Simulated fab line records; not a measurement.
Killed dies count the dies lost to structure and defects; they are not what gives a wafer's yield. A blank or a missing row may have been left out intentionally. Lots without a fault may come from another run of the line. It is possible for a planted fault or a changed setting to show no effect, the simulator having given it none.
Matching of chambers || flow gf180mcu || GF_V3_ETCH_17 on rie-diel-02 has 4 sister chambers
The step etches SiO2 in C4F8/O2/Ar, stops on TiN, target depth 635 nm. 4 wafers are shown with their chamber, then 7 later ones without.

WAFERS PAIRED WITH THEIR CHAMBERS
{"wafer": "L386.2", "chamber": 0, "oes-product-au (a.u.)": 0.850}
{"wafer": "L387.6", "chamber": 1, "oes-product-au (a.u.)": 0.847}
{"wafer": "L391.3", "chamber": 2, "oes-product-au (a.u.)": 0.856}
{"wafer": "L391.4", "chamber": 3, "oes-product-au (a.u.)": 0.865}

WAFERS WHOSE CHAMBER IS MISSING
{"wafer": "L391.5", "oes-product-au (a.u.)": 0.847}
{"wafer": "L393.4", "oes-product-au (a.u.)": 0.857}
{"wafer": "L393.5", "oes-product-au (a.u.)": 0.850}
{"wafer": "L393.6", "oes-product-au (a.u.)": 0.855}
{"wafer": "L401.2", "oes-product-au (a.u.)": 0.852}
{"wafer": "L401.3", "oes-product-au (a.u.)": 0.857}
{"wafer": "L401.5", "oes-product-au (a.u.)": 0.851}

CHAMBER TAKEN BY EACH
{"wafer": "L391.5", "from the rows above": 1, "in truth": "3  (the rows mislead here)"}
{"wafer": "L393.4", "from the rows above": 2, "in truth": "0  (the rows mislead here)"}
{"wafer": "L393.5", "from the rows above": 0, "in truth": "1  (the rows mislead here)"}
{"wafer": "L393.6", "from the rows above": 2, "in truth": 2}
{"wafer": "L401.2", "from the rows above": "can't be placed: 0 or 2", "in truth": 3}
{"wafer": "L401.3", "from the rows above": 2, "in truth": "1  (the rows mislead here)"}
{"wafer": "L401.5", "from the rows above": 0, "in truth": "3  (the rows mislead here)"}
1 of 7 placed correctly. Can't be placed from these rows: 1 (the true chamber is among the candidates in 0). Wrongly placed: 5.
How it was worked out, from the rows above alone: a wafer's distance from a chamber is the root of the sum, over the readings, of the square of ((its reading less the chamber's mean) divided by the reading's scatter). The wafer belongs to the nearest chamber; if the next one is less than 2 further off, it can't be placed. Each chamber's mean is taken over the wafers shown for it. The scatter: with one shown wafer a chamber, the root of the mean of the squares of how far each hidden wafer lies from its nearest shown one.
